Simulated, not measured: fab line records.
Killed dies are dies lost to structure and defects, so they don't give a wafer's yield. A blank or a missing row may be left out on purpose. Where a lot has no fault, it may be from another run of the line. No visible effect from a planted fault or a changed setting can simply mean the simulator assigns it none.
Which of the tools did it? / flow gf180mcu / 13 lots with 39 wafers sampled at 6 steps, on a route of 602 steps

WHAT EACH GAUGE READ, for each wafer
GF_POLY_GATE_CD_MEAS_10: the cd target is 280 nm.
lot=L805; measured=day 9 03:49; on=cd sem-01; cd nm (nm)=281.2 281.8 281.9
lot=L809; measured=day 10 17:56; on=cd sem-02; cd nm (nm)=279.3 280.2 279.1
lot=L810; measured=day 10 18:43; on=cd sem-02; cd nm (nm)=280.4 280.3 279.8
lot=L812; measured=day 11 10:40; on=cd sem-01; cd nm (nm)=280.5 281.2 280.3
lot=L813; measured=day 11 18:23; on=cd sem-02; cd nm (nm)=278.5 278.7 279.6
lot=L814; measured=day 12 02:50; on=cd sem-02; cd nm (nm)=279.9 279.4 279.8
lot=L815; measured=day 12 05:16; on=cd sem-02; cd nm (nm)=278.9 279.2 279.1
lot=L816; measured=day 12 09:29; on=cd sem-01; cd nm (nm)=279.2 279.2 280.0
lot=L817; measured=day 12 21:29; on=cd sem-01; cd nm (nm)=281.0 280.8 281.0
lot=L825; measured=day 15 05:17; on=cd sem-02; cd nm (nm)=280.0 280.3 279.6
lot=L826; measured=day 15 15:02; on=cd sem-01; cd nm (nm)=279.1 279.1 280.3
lot=L827; measured=day 15 17:34; on=cd sem-01; cd nm (nm)=278.9 278.4 278.7
lot=L828; measured=day 16 06:19; on=cd sem-02; cd nm (nm)=279.1 281.4 280.6

GF_POLY_GATE_OVL_MEAS_11.
lot=L805; measured=day 9 03:56; on=overlay-01; POLY_GATE_OVL (nm)=1 9 -6
lot=L809; measured=day 10 18:02; on=overlay-02; POLY_GATE_OVL (nm)=6 -4 -3
lot=L810; measured=day 10 18:50; on=overlay-02; POLY_GATE_OVL (nm)=-8 0 -5
lot=L812; measured=day 11 10:47; on=overlay-02; POLY_GATE_OVL (nm)=4 0 11
lot=L813; measured=day 11 18:30; on=overlay-01; POLY_GATE_OVL (nm)=-2 -1 -3
lot=L814; measured=day 12 02:55; on=overlay-01; POLY_GATE_OVL (nm)=-3 -8 -9
lot=L815; measured=day 12 05:23; on=overlay-02; POLY_GATE_OVL (nm)=-5 -5 -5
lot=L816; measured=day 12 09:35; on=overlay-02; POLY_GATE_OVL (nm)=12 7 1
lot=L817; measured=day 12 21:35; on=overlay-02; POLY_GATE_OVL (nm)=1 -6 -6
lot=L825; measured=day 15 05:23; on=overlay-02; POLY_GATE_OVL (nm)=-3 10 -3
lot=L826; measured=day 15 15:08; on=overlay-01; POLY_GATE_OVL (nm)=1 -1 -1
lot=L827; measured=day 15 17:41; on=overlay-01; POLY_GATE_OVL (nm)=-2 -1 6
lot=L828; measured=day 16 06:26; on=overlay-02; POLY_GATE_OVL (nm)=-2 12 6

GF_POLY_GATE_CD_MEAS_18.
lot=L805; measured=day 9 07:23; on=cd sem-02; cd nm (nm)=282.8 281.6 281.2
lot=L809; measured=day 10 19:40; on=cd sem-02; cd nm (nm)=280.0 281.8 280.4
lot=L810; measured=day 10 20:53; on=cd sem-02; cd nm (nm)=283.0 280.6 279.1
lot=L812; measured=day 11 13:27; on=cd sem-02; cd nm (nm)=280.1 279.6 281.4
lot=L813; measured=day 11 20:06; on=cd sem-01; cd nm (nm)=280.4 276.1 280.7
lot=L814; measured=day 12 04:34; on=cd sem-01; cd nm (nm)=280.3 280.5 280.3
lot=L815; measured=day 12 07:00; on=cd sem-01; cd nm (nm)=281.5 280.0 279.8
lot=L816; measured=day 12 11:13; on=cd sem-01; cd nm (nm)=278.0 280.7 281.6
lot=L817; measured=day 12 23:13; on=cd sem-02; cd nm (nm)=283.1 279.6 281.7
lot=L825; measured=day 15 07:01; on=cd sem-01; cd nm (nm)=281.3 282.1 280.8
lot=L826; measured=day 15 17:10; on=cd sem-01; cd nm (nm)=279.7 277.8 279.5
lot=L827; measured=day 15 19:17; on=cd sem-02; cd nm (nm)=280.8 277.1 278.6
lot=L828; measured=day 16 08:21; on=cd sem-02; cd nm (nm)=277.6 279.9 280.6

GF_HV_LDD_TW_MEAS_11.
lot=L805; measured=day 10 00:54; on=film metro-03; HV_LDD_TW=2432 2447 2438
lot=L809; measured=day 11 14:50; on=film metro-01; HV_LDD_TW=2446 2451 2438
lot=L810; measured=day 11 15:25; on=film metro-02; HV_LDD_TW=2406 2416 2411
lot=L812; measured=day 12 08:14; on=film metro-03; HV_LDD_TW=2432 2438 2428
lot=L813; measured=day 12 15:43; on=film metro-01; HV_LDD_TW=2468 2448 2474
lot=L814; measured=day 12 23:55; on=film metro-02; HV_LDD_TW=2409 2411 2395
lot=L815; measured=day 13 03:21; on=film metro-01; HV_LDD_TW=2206 2219 2207 2218 2217 2199
lot=L816; measured=day 13 07:10; on=film metro-03; HV_LDD_TW=2215 2225 2224 2229 2206 2231
lot=L817; measured=day 13 19:37; on=film metro-01; HV_LDD_TW=2442 2432 2441
lot=L825; measured=day 16 04:27; on=film metro-02; HV_LDD_TW=2407 2402 2393
lot=L826; measured=day 16 15:40; on=film metro-03; HV_LDD_TW=2421 2434 2413
lot=L827; measured=day 16 18:16; on=film metro-03; HV_LDD_TW=2437 2446 2436
lot=L828; measured=day 17 07:06; on=film metro-02; HV_LDD_TW=2415 2415 2412

GF_HV_LDD_RS_MEAS_53: measures by four-point-probe.
lot=L805; measured=day 12 11:38; on=film metro-03; HV_LDD_RS (ohm/sq)=418.8 418.5 419.5
lot=L809; measured=day 14 02:19; on=film metro-02; HV_LDD_RS (ohm/sq)=417.2 417.0 416.5
lot=L810; measured=day 14 05:25; on=film metro-01; HV_LDD_RS (ohm/sq)=420.2 418.9 418.3
lot=L812; measured=day 14 22:47; on=film metro-03; HV_LDD_RS (ohm/sq)=417.9 416.2 415.5
lot=L813; measured=day 15 07:44; on=film metro-02; HV_LDD_RS (ohm/sq)=418.2 418.7 418.8
lot=L814; measured=day 15 16:14; on=film metro-02; HV_LDD_RS (ohm/sq)=418.3 418.4 418.1
lot=L815; measured=day 15 18:48; on=film metro-02; HV_LDD_RS (ohm/sq)=395.6 396.0 395.8 395.5 395.5 396.5
lot=L816; measured=day 15 23:26; on=film metro-02; HV_LDD_RS (ohm/sq)=394.7 395.1 395.2 394.9 395.2 394.5
lot=L817; measured=day 16 13:25; on=film metro-01; HV_LDD_RS (ohm/sq)=419.4 420.9 418.3
lot=L825; measured=day 19 02:35; on=film metro-03; HV_LDD_RS (ohm/sq)=417.7 419.2 418.7
lot=L826; measured=day 19 14:20; on=film metro-02; HV_LDD_RS (ohm/sq)=417.9 417.3 417.4
lot=L827; measured=day 19 18:13; on=film metro-01; HV_LDD_RS (ohm/sq)=417.8 419.0 418.9
lot=L828; measured=day 20 08:07; on=film metro-03; HV_LDD_RS (ohm/sq)=417.9 419.6 418.7

EACH LOT AND THE TOOL THAT RAN IT (in order: tool; ch and the chambers of the sampled wafers; start)
lot=L805; GF_HV_LDD_IMPLANT_09=implanter-04 ch 0, day 10 00:39
lot=L809; GF_HV_LDD_IMPLANT_09=implanter-04 ch 0, day 11 14:36
lot=L810; GF_HV_LDD_IMPLANT_09=implanter-03 ch 0, day 11 15:10
lot=L812; GF_HV_LDD_IMPLANT_09=implanter-03 ch 0, day 12 07:59
lot=L813; GF_HV_LDD_IMPLANT_09=implanter-03 ch 0, day 12 15:28
lot=L814; GF_HV_LDD_IMPLANT_09=implanter-01 ch 0, day 12 23:43
lot=L815; GF_HV_LDD_IMPLANT_09=implanter-03 ch 0, day 13 03:06
lot=L816; GF_HV_LDD_IMPLANT_09=implanter-03 ch 0, day 13 06:56
lot=L817; GF_HV_LDD_IMPLANT_09=implanter-01 ch 0, day 13 19:23
lot=L825; GF_HV_LDD_IMPLANT_09=implanter-01 ch 0, day 16 04:13
lot=L826; GF_HV_LDD_IMPLANT_09=implanter-03 ch 0, day 16 15:25
lot=L827; GF_HV_LDD_IMPLANT_09=implanter-03 ch 0, day 16 18:01
lot=L828; GF_HV_LDD_IMPLANT_09=implanter-03 ch 0, day 17 06:51
- GF_HV_LDD_IMPLANT_09

WHAT THE TOOLS THEMSELVES READ (means of the sampled wafers that have a number; where no wafer has one, the mark that the record gives instead)
GF_HV_LDD_IMPLANT_09.
lot=L805; tool=implanter-04; dose ions cm2=1e+14; tilt deg (degrees)=6.988
lot=L809; tool=implanter-04; dose ions cm2=1e+14; tilt deg (degrees)=6.963
lot=L810; tool=implanter-03; dose ions cm2=1e+14; tilt deg (degrees)=7.000
lot=L812; tool=implanter-03; dose ions cm2=1e+14; tilt deg (degrees)=7.004
lot=L813; tool=implanter-03; dose ions cm2=1e+14; tilt deg (degrees)=7.002
lot=L814; tool=implanter-01; dose ions cm2=1e+14; tilt deg (degrees)=7.002
lot=L815; tool=implanter-03; dose ions cm2=1e+14; tilt deg (degrees)=0.034
lot=L816; tool=implanter-03; dose ions cm2=1e+14; tilt deg (degrees)=-0.023
lot=L817; tool=implanter-01; dose ions cm2=1e+14; tilt deg (degrees)=7.004
lot=L825; tool=implanter-01; dose ions cm2=1e+14; tilt deg (degrees)=6.978
lot=L826; tool=implanter-03; dose ions cm2=1e+14; tilt deg (degrees)=7.008
lot=L827; tool=implanter-03; dose ions cm2=1e+14; tilt deg (degrees)=6.972
lot=L828; tool=implanter-03; dose ions cm2=1e+14; tilt deg (degrees)=7.002

THE ANSWER, worked out from the rows above alone
Rule: the lots themselves supply what counts as usual. Put in order of their means at a reading, lots are off if they are a third of the lots or fewer, leave a main group of 4 or more, and stand apart from it by a gap of 3 or more times the standard deviation of the main group's means; of several such gaps the widest counts. Not used: any main group whose means are identical at the precision the tables above print for the reading. A lot without any number at a reading at which 4 lots or more have one is off too. Any other lot the step has rows for is counted as sound. Order of review: gauges by route order, followed by the tools' own readings, for which a lot's mean as printed above is used. The first step at which some lot is off is used, and at that step the reading that is off furthest; a lot without a number counts as furthest.
Off: L815, L816, at GF_HV_LDD_TW_MEAS_11 (HV_LDD_TW). The main group: mean 2428, standard deviation 18.
If a tool, at a process step before that reading, ran all the lots that are off and no sound lot after the first of them, it fits. The gauges at GF_HV_LDD_TW_MEAS_11 aren't tried: what is off there is off at GF_HV_LDD_RS_MEAS_53 too, on other tools, and a gauge's error can't cause that. Not one of the candidates tried fits.

WHAT THE SIMULATOR PUT IN
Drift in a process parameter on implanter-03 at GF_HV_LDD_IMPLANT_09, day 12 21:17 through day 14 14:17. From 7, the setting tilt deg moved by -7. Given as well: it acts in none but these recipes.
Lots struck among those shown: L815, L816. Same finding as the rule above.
